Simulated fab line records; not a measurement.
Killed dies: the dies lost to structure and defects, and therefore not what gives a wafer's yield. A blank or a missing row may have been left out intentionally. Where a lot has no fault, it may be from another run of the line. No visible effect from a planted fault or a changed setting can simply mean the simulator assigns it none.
Chamber matching    flow gf180mcu    GF_V5_CMP_26 on cmp-02 has 4 sister chambers
The step polishes, stops on SiO2, t overpolish 15 s, target thk 0 nm. 8 wafers are shown with their chamber, then 7 later ones without.

== WAFERS WITH THEIR CHAMBER ==
wafer   chamber  time-to-endpoint-s (s)  motor-current-A (A)
L429.4  2        83                      11.3
L429.6  1        82                      12.1
L430.5  3        82                      11.0
L430.6  2        87                      12.6
L433.5  0        90                      10.7
L433.6  1        84                      12.1
L435.1  0        90                      11.8
L435.3  3        89                      10.8

== WAFERS MISSING THEIR CHAMBER ==
wafer   time-to-endpoint-s (s)  motor-current-A (A)
L435.4  85                      12.4
L437.1  89                      10.6
L437.2  95                      11.0
L437.5  88                      12.5
L443.2  89                      12.1
L443.4  88                      11.5
L443.6  90                      10.9

== CHAMBER TAKEN BY EACH ==
wafer   from the rows above                in truth
L435.4  can't be placed: 2 or 1 or 3 or 0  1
L437.1  can't be placed: 0 or 3 or 2       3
L437.2  can't be placed: 0 or 3 or 2       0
L437.5  can't be placed: 2 or 1 or 0 or 3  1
L443.2  can't be placed: 2 or 0 or 1 or 3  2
L443.4  can't be placed: 0 or 2 or 3 or 1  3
L443.6  can't be placed: 0 or 3 or 2       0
Correctly placed: 0 of 7. Not placeable from these rows: 7 (in 7, the candidates include the true chamber). 0 placed wrongly.
How it was worked out, from the rows above alone: a wafer's distance from a chamber is the root of the sum, over the readings, of the square of ((its reading less the chamber's mean) divided by the reading's scatter). If the next closest chamber is less than 2 further off than the closest, the wafer can't be placed; otherwise it belongs to the closest. Each chamber's mean is taken over the wafers shown for it. The scatter: take each reading less its chamber's mean, square it, sum over the shown wafers, divide by the number of wafers less the number of chambers, and take the root.
